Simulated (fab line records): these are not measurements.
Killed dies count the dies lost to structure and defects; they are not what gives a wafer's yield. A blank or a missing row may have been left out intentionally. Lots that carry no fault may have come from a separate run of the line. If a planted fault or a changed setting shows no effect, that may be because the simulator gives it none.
Which of the tools did it?    flow sky130    38 wafers from 13 lots sampled at 4 of the route's 708 steps

WHAT THE GAUGES READ, wafer by wafer
SKY_LDD_N_OVL_MEAS_07. Usual: LDD_N_OVL -0.3 nm, standard deviation 1.4.
lot   measured      on          LDD_N_OVL (nm)  flag
L921  day 17 13:49  overlay-02  -1.1 -3.0 -1.9  
L922  day 18 03:21  overlay-02  0.4 -0.3 0.2    
L926  day 20 05:48  overlay-02  -2.3 -2.8       
L933  day 22 11:16  overlay-01  0.6 -0.2 -0.5   
L934  day 22 21:24  overlay-01  -0.1 -0.7 -0.7  
L935  day 23 03:52  overlay-02  -0.1 -2.1 -0.6  
L937  day 24 00:34  overlay-01  0.9 2.6 2.9     
L936  day 24 03:29  overlay-01  1.3 0.5 0.8     
L939  day 24 07:00  overlay-02  -2.3 -2.5 -0.5  
L940  day 24 15:41  overlay-02  -0.9 0.8 -0.2   
L941  day 25 01:38  overlay-02  -1.8 -0.9 -1.3  
L943  day 25 22:33  overlay-02  -0.3 -0.2 -0.4  
L944  day 26 01:13  overlay-02  -0.5 -2.0 -0.1  

TOOL THAT RAN EACH LOT (tool first, then ch and the chambers of the sampled wafers, then the start)
lot   SKY_GATE_OXIDE_STRIP_13               SKY_POLY_GATE_ETCH_17             SKY_POLY_GATE_STRIP_18
L921  plasma asher-03 ch 0,1, day 13 19:37  rie si-01 ch 1,2, day 16 08:14    plasma asher-02 ch 0,1, day 16 08:18
L922  plasma asher-04 ch 0,1, day 14 06:33  rie si-02 ch 0,2,3, day 16 19:56  plasma asher-02 ch 0,1, day 16 20:00
L926  plasma asher-03 ch 0,1, day 16 00:10  rie si-02 ch 1,2, day 18 19:08    plasma asher-02 ch 1, day 18 19:11
L933  plasma asher-03 ch 0,1, day 18 08:59  rie si-02 ch 0,2, day 21 03:15    plasma asher-01 ch 0,1, day 21 03:18
L934  plasma asher-04 ch 0,1, day 18 18:16  rie si-01 ch 0,1,3, day 21 13:41  plasma asher-03 ch 0,1, day 21 13:44
L935  plasma asher-03 ch 0, day 19 00:51    rie si-02 ch 0,1, day 21 20:21    plasma asher-02 ch 1, day 21 20:24
L937  plasma asher-03 ch 0,1, day 20 00:05  rie si-01 ch 0,3, day 22 17:47    plasma asher-01 ch 0,1, day 22 17:53
L936  plasma asher-03 ch 0,1, day 20 00:47  rie si-02 ch 2,3, day 22 20:20    plasma asher-02 ch 0,1, day 22 20:26
L939  plasma asher-02 ch 0,1, day 20 04:36  rie si-02 ch 1,2, day 23 00:11    plasma asher-02 ch 0,1, day 23 00:14
L940  plasma asher-04 ch 0,1, day 20 12:31  rie si-01 ch 2,3, day 23 08:44    plasma asher-01 ch 0,1, day 23 08:47
L941  plasma asher-04 ch 0,1, day 21 00:59  rie si-02 ch 0,3, day 23 18:53    plasma asher-02 ch 0,1, day 23 18:59
L943  plasma asher-03 ch 0,1, day 21 20:58  rie si-02 ch 0,2,3, day 24 15:35  plasma asher-01 ch 0,1, day 24 15:38
L944  plasma asher-03 ch 0,1, day 21 21:16  rie si-01 ch 1,2, day 24 17:50    plasma asher-03 ch 0,1, day 24 17:54
- SKY_GATE_OXIDE_STRIP_13: strips in O2/N2.
- SKY_POLY_GATE_ETCH_17: etches poly-Si in HBr/Cl2, stops on SiO2, target depth 180 nm, time 70.5 s.
- SKY_POLY_GATE_STRIP_18: strips in O2/N2.

AS READ BY THE TOOLS THEMSELVES (means over the sampled wafers that have a number; for cases with no such wafer, the mark the record gives instead)
SKY_GATE_OXIDE_STRIP_13. Usual: drypump motor current A 5.7 A, standard deviation 0.45; oes product au 0.717 a.u., standard deviation 0.0047; strip time to endpoint s 14.19 s, standard deviation 0.036.
lot   tool             drypump motor current A (A)  oes product au (a.u.)  strip time to endpoint s (s)  flag
L921  plasma asher-03  6.1                          0.718                  14.19                         
L922  plasma asher-04  5.7                          0.714                  14.22                         
L926  plasma asher-03  6.0                          0.714                  14.14                         
L933  plasma asher-03  6.1                          0.714                  14.24                         
L934  plasma asher-04  5.7                          0.718                  14.22                         
L935  plasma asher-03  6.4                          0.715                  14.17                         
L937  plasma asher-03  5.7                          0.711                  14.16                         
L936  plasma asher-03  5.7                          0.713                  14.16                         
L939  plasma asher-02  5.4                          0.716                  14.22                         
L940  plasma asher-04  5.7                          0.715                  14.20                         
L941  plasma asher-04  5.7                          0.719                  14.22                         
L943  plasma asher-03  6.1                          0.719                  14.13                         
L944  plasma asher-03  6.1                          0.719                  14.20                         

SKY_POLY_GATE_ETCH_17. Usual: bias w 100.0 W, standard deviation 0.3; drypump motor current A 5.6 A, standard deviation 0.69; mfc cl2 sccm 50.00 sccm, standard deviation 0.15; oes product au 0.990 a.u., standard deviation 0.0068; rf fwd power W 397.3 W, standard deviation 1.4; throttle valve pct 33.684 %, standard deviation 0.0092.
lot   tool       bias w (W)  drypump motor current A (A)  mfc cl2 sccm (sccm)  oes product au (a.u.)  rf fwd power W (W)  throttle valve pct (%)  flag
L921  rie si-01  99.7        5.5                          49.97                0.989                  398.9               33.685                  
L922  rie si-02  99.8        5.4                          49.95                0.980                  397.3               33.685                  
L926  rie si-02  99.7        5.4                          49.92                1.000                  396.9               33.683                  
L933  rie si-02  100.2       4.8                          50.13                0.986                  397.8               33.687                  
L934  rie si-01  100.1       5.8                          50.09                0.998                  397.2               33.682                  
L935  rie si-02  100.1       5.4                          49.93                0.988                  396.5               33.677                  
L937  rie si-01  100.0       5.3                          50.01                0.984                  397.3               33.682                  
L936  rie si-02  100.1       5.5                          50.10                0.987                  399.3               33.688                  
L939  rie si-02  99.9        5.5                          50.07                0.989                  396.1               33.689                  
L940  rie si-01  99.8        5.2                          49.96                0.990                  397.4               33.682                  
L941  rie si-02  99.9        5.9                          49.94                0.990                  398.5               33.683                  
L943  rie si-02  100.1       5.4                          49.95                0.999                  396.7               33.685                  
L944  rie si-01  99.6        6.1                          50.01                0.994                  398.2               33.694                  

SKY_POLY_GATE_STRIP_18. Usual: drypump motor current A 5.5 A, standard deviation 0.45; oes product au 0.361 a.u., standard deviation 0.0045; strip time to endpoint s 3.18 s, standard deviation 0.034.
lot   tool             drypump motor current A (A)  oes product au (a.u.)  strip time to endpoint s (s)  flag
L921  plasma asher-02  5.1                          0.360                  3.15                          
L922  plasma asher-02  5.1                          0.358                  3.18                          
L926  plasma asher-02  5.6                          0.369                  3.36                          OFF
L933  plasma asher-01  5.3                          0.365                  3.18                          
L934  plasma asher-03  5.7                          0.361                  3.16                          
L935  plasma asher-02  5.6                          0.358                  3.21                          
L937  plasma asher-01  5.3                          0.363                  3.19                          
L936  plasma asher-02  5.4                          0.362                  3.18                          
L939  plasma asher-02  5.4                          0.358                  3.16                          
L940  plasma asher-01  5.3                          0.361                  3.21                          
L941  plasma asher-02  5.1                          0.361                  3.17                          
L943  plasma asher-01  5.3                          0.359                  3.17                          
L944  plasma asher-03  5.7                          0.359                  3.19                          

THE ANSWER, worked out from the rows above alone
Rule: a lot is off if the mean of its wafers that have a number lies more than 3 standard deviations from the usual mean. Also off: a lot with no number at a reading for which 4 or more lots have one. Any other lot the step has rows for is counted as sound. Order of review: gauges by route order, followed by the tools' own readings, for which a lot's mean as printed above is used. At the first step where some lot is off, the reading lying furthest off is the one used; lots without a number count as furthest.
Off, at SKY_POLY_GATE_STRIP_18 on strip time to endpoint s: L926.
A tool fits if, at that step or a process step before it, it ran every lot that is off, and no sound lot after the first of them. None of those tried fits.

WHAT THE SIMULATOR HAD PUT IN
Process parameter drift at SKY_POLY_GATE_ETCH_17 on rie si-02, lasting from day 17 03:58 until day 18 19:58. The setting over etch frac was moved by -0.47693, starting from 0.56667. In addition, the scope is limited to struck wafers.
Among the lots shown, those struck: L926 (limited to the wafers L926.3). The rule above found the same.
